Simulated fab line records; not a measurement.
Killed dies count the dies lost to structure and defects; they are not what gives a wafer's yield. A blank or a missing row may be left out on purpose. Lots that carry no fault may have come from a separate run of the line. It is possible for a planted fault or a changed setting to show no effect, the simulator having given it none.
Comparing a struck lot with a sound one :: flow sky130 :: 28 steps out of a route of 708
Sound: wafers L339.1, L339.2, L339.5. Wafers struck: L335.3, L335.4, L335.6. The cause comes at the end.
For every step that has rows: the tool of each side, followed by ch and its chambers, followed by its first start. Under that, the readings that differ: sound wafers :: struck wafers :: difference of the means :: sigmas: that difference in standard deviations of wafers without a fault.
alike: readings whose means differ by less than 2 such deviations, and words and numbers that are the same on both sides. not compared: withheld readings, readings that some wafer has no value for, bounds like >300 that may hide the same value, and numbers for which the record gives no deviation and whose values overlap.
A row with sigmas, a row that says differs or no value, or rows on one side alone: a step with any of these is where the two part. Numbers that don't overlap but have no deviation are shown without sigmas and don't part them. Lack of a reading on every wafer of one side parts them only where that side has two or more wafers.

SKY_VIA4_ETCH_12: etches SiO2 in C4F8/O2/Ar, stops on TiN, target depth 580 nm.
  sound on rie diel-03 ch 0,3, day 46 08:15; struck on rie diel-03 ch 1,2,3, day 45 14:32
  alike: bias w, oes product au
then, 4 steps without rows for these wafers: SKY_VIA4_STRIP_13 (strips in O2/N2); SKY_VIA4_STRIP_14 (strips in post etch residue remover, time 1200 s); SKY_VIA4_CLEAN_15 (cleans in IPA, time 180 s); SKY_VIA4_CLEAN_16 (cleans in O3/DIW).
SKY_VIA4_SPUTTER_17: material TiN, target thk 20 nm, time 80 s.
  struck on pvd sputter-04, day 45 15:14; sound on pvd sputter-04, day 46 08:55
  alike: throttle valve pct
then, 1 step without rows for these wafers: SKY_VIA4_CVD_18 (deposits W, target thk 505 nm, time 152.14 s).
SKY_VIA4_RS_MEAS_19: measures by four-point-probe.
  struck on film metro-01, day 45 15:29; sound on film metro-02, day 46 09:08
  alike: VIA4_W_RS
SKY_VIA4_THK_MEAS_20: measures by xrf.
  struck on film metro-01, day 45 15:35; sound on film metro-02, day 46 09:15
  alike: VIA4_W_THK
SKY_VIA4_CMP_21: polishes, stops on SiO2, t overpolish 25 s, target thk 0 nm.
  sound on cmp-02 ch 0,2,3, day 46 09:19; struck on cmp-02 ch 1,3, day 45 15:37
  alike: motor current A, overpolish run s, retaining ring pressure frac, time to endpoint s
then, 1 step without rows for these wafers: SKY_METAL5_SPUTTER_00 (material Ti, target thk 15 nm, time 10 s).
SKY_METAL5_SPUTTER_01: material TiN, target thk 20 nm, time 16.7 s.
  struck on pvd sputter-02, day 45 15:57; sound on pvd sputter-03, day 46 09:38
  alike: throttle valve pct
SKY_METAL5_SPUTTER_02: material AlCu, target thk 1150 nm, time 61.2 s.
  struck on pvd sputter-02, day 45 15:58; sound on pvd sputter-03, day 46 09:40
reading: model.AlCu_of_METAL5_SPUTTER_02.thk nm (nm)
sound: 1143 1137 1141
struck: 1356 1349 1358
difference: +214
sigmas: 
  alike: throttle valve pct
then, 1 step without rows for these wafers: SKY_METAL5_SPUTTER_03 (material Ti, target thk 5 nm, time 3.3 s).
SKY_METAL5_SPUTTER_04: material TiN, target thk 70 nm, time 58.3 s.
  struck on pvd sputter-02, day 45 16:02; sound on pvd sputter-03, day 46 09:44
  alike: throttle valve pct
SKY_METAL5_RS_MEAS_05: measures by four-point-probe.
  struck on film metro-02, day 45 16:08; sound on film metro-02, day 46 09:47
reading: METAL5_ALCU_RS (ohm/sq)
sound: 0.0272 0.0273 0.0272
struck: 0.0229 0.0230 0.0229
difference: -0.0043
sigmas: -13
SKY_METAL5_THK_MEAS_06: measures by xrf.
  struck on film metro-02, day 45 16:14; sound on film metro-02, day 46 09:54
reading: METAL5_ALCU_THK (nm)
sound: 1155 1156 1163
struck: 1384 1369 1374
difference: +218
sigmas: +15
then, 8 steps without rows for these wafers: SKY_METAL5_DEHYDRATE_07 (time 60 s); SKY_METAL5_HMDS_08 (prime time 60 s); SKY_METAL5_COAT_09 (resist thk 1800 nm); SKY_METAL5_SOFTBAKE_10 (time 60 s); SKY_METAL5_EXPOSE_11 (exposes mask MM5, target cd 1600 nm); SKY_METAL5_PEB_12; SKY_METAL5_DEVELOP_13 (develop time 60 s); SKY_METAL5_DESCUM_14 (chemistry O2, time 11 s).
SKY_METAL5_METAL_ETCH_15: etches the open film in Cl2/BCl3, stops on SiO2, target depth 1260 nm, time 252 s.
  sound on rie metal-04 ch 0,1, day 47 06:14; struck on rie metal-02 ch 0,1, day 46 13:01
reading: oes product au (a.u.)
sound: 0.894 0.894 0.898
struck: 0.963 0.965 0.955
difference: +0.066
sigmas: +12
  alike: bias w, drypump motor current A, he backside leak sccm, throttle valve pct
  not compared: rf hours counter h
then, 1 step without rows for these wafers: SKY_METAL5_STRIP_16 (strips in O2/N2).
SKY_PAD_OPEN_PROBE_99:
  struck on prober-02, day 48 07:59; sound on prober-01, day 49 01:22
reading: model.etest.met5 comb.leak log10 a um
sound: -12.01 -12.06 -11.96
struck: -10.18 -10.76 -10.08
difference: +1.67
sigmas: 

reading: model.etest.met5.rs ohm sq
sound: 0.02743 0.02729 0.02732
struck: 0.02303 0.02314 0.02296
difference: -0.00430
sigmas: 

reading: model.etest.met5.line ohm um
sound: 0.01706 0.0171 0.01712
struck: 0.01436 0.01442 0.0143
difference: -0.00273
sigmas: 

== WHERE THEY PART ==
Earliest at SKY_METAL5_RS_MEAS_05; latest, in this record, at SKY_METAL5_METAL_ETCH_15.

WHY: what the simulator had put in
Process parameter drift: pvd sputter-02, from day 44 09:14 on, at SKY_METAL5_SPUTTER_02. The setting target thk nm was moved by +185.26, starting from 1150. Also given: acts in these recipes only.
